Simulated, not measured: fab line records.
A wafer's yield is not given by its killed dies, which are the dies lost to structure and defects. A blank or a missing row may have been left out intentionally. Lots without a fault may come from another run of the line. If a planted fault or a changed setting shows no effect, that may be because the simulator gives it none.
Split-lot experiment | flow sfqLine | 5 lots, 23 wafers read, on a route of 325 steps

== SPLIT DETAILS ==
At SFQ_TRILAYER_M6_LITHO_PEB_162 (peb time 60 s), the setting pebTimeS was moved away from the recipe's 60 s on 9 of the 23 wafers read, by -7.7% to +12.5%. The other wafers ran this setting at the recipe's value.

== FROM THE SPLIT ON TO THE READING: in between, the file shows 1 step ==
- SFQ_TRILAYER_M6_LITHO_DEVELOP_161: time 60 s

== THE READING ==
M6.cdNm (the simulator's own value, which no gauge read), in nm, at SFQ_TRILAYER_M6_BARC_OPEN_METAL_ETCH_206 (etches BARC in O2, target depth 125 nm, time 42.91 s). The file does not state a usual value for it. The 14 wafers here that ran the recipe average 500.8 nm, standard deviation 1.2 nm.

wafer  | tool, chamber at the split | pebTimeS as run, s | against the recipe | M6.cdNm, nm | against lot-mates on the recipe
L074.1 | lithoTrack-02, 0           | 64.41              | +7.3%              | 489.6       | -10.5
L074.3 | lithoTrack-02, 0           | 60                 | recipe             | 501.1       | -
L074.4 | lithoTrack-02, 0           | 60                 | recipe             | 499.1       | -
L074.5 | lithoTrack-02, 0           | 64.41              | +7.3%              | 488.8       | -11.3
L074.6 | lithoTrack-02, 0           | 64.41              | +7.3%              | 491.3       | -8.8
L079.2 | lithoTrack-01, 0           | 55.36              | -7.7%              | 512.6       | +10.5
L079.3 | lithoTrack-01, 0           | 55.36              | -7.7%              | 512.7       | +10.6
L079.4 | lithoTrack-01, 0           | 60                 | recipe             | 500.5       | -
L079.5 | lithoTrack-01, 0           | 60                 | recipe             | 503.7       | -
L079.6 | lithoTrack-01, 0           | 55.36              | -7.7%              | 513.5       | +11.4
L081.2 | lithoTrack-04, 0           | 60                 | recipe             | 499.1       | -
L081.3 | lithoTrack-04, 0           | 60                 | recipe             | 499.3       | -
L081.4 | lithoTrack-04, 0           | 60                 | recipe             | 500.1       | -
L082.2 | lithoTrack-04, 0           | 60                 | recipe             | 499.9       | -
L082.3 | lithoTrack-04, 0           | 67.51              | +12.5%             | 484.6       | -16.4
L082.4 | lithoTrack-04, 0           | 67.51              | +12.5%             | 483.6       | -17.4
L082.5 | lithoTrack-04, 0           | 67.51              | +12.5%             | 483.2       | -17.8
L082.6 | lithoTrack-04, 0           | 60                 | recipe             | 502.2       | -
L083.1 | lithoTrack-02, 0           | 60                 | recipe             | 501.2       | -
L083.2 | lithoTrack-02, 0           | 60                 | recipe             | 501.7       | -
L083.3 | lithoTrack-02, 0           | 60                 | recipe             | 500.9       | -
L083.4 | lithoTrack-02, 0           | 60                 | recipe             | 501.4       | -
L083.6 | lithoTrack-02, 0           | 60                 | recipe             | 501         | -

FIT RESULTS
A straight line over all 23 wafers: M6.cdNm changes by -1.44 nm for each +1% of pebTimeS; r = -0.99; the points scatter about the line by 1.2 nm.
The same after taking each lot's own level away (the mean of its wafers on the recipe; 23 wafers): -1.39 nm for each +1%; r = -0.99; scatter 0.86 nm.
The reading moves by 17 nm for the largest change in pebTimeS, on that fit.
The span of the lots' own levels, 499.50 to 502.10 nm, comes to 2.1 times the standard deviation stated above.
So the lot-to-lot level changes the slope little: the two slopes agree.
Check: for one of the wafers moved furthest among these (+12.5%), held out of the fit, the line's prediction against its lot-mates is -17.5 nm. It came out at -16.4 nm against them.

== THESE WAFERS: OTHER SPLITS ==
These wafers also went through other splits before the reading. Each is held against what the fit with the lots' levels taken away leaves over:
other split on the same wafers             | wafers away from the commonest value | r with M6.cdNm (lot level and that fit taken away)
SFQ_TRILAYER_C5_LITHO_PEB_154 pebTempC     | 5                                    | +0.04
SFQ_TRILAYER_M6_LITHO_COAT_159 resistThkNm | 6                                    | +0.33

== FILE'S OWN FIT ==
M6.cdNm changes by -1.39 nm for each +1% of pebTimeS, r = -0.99.
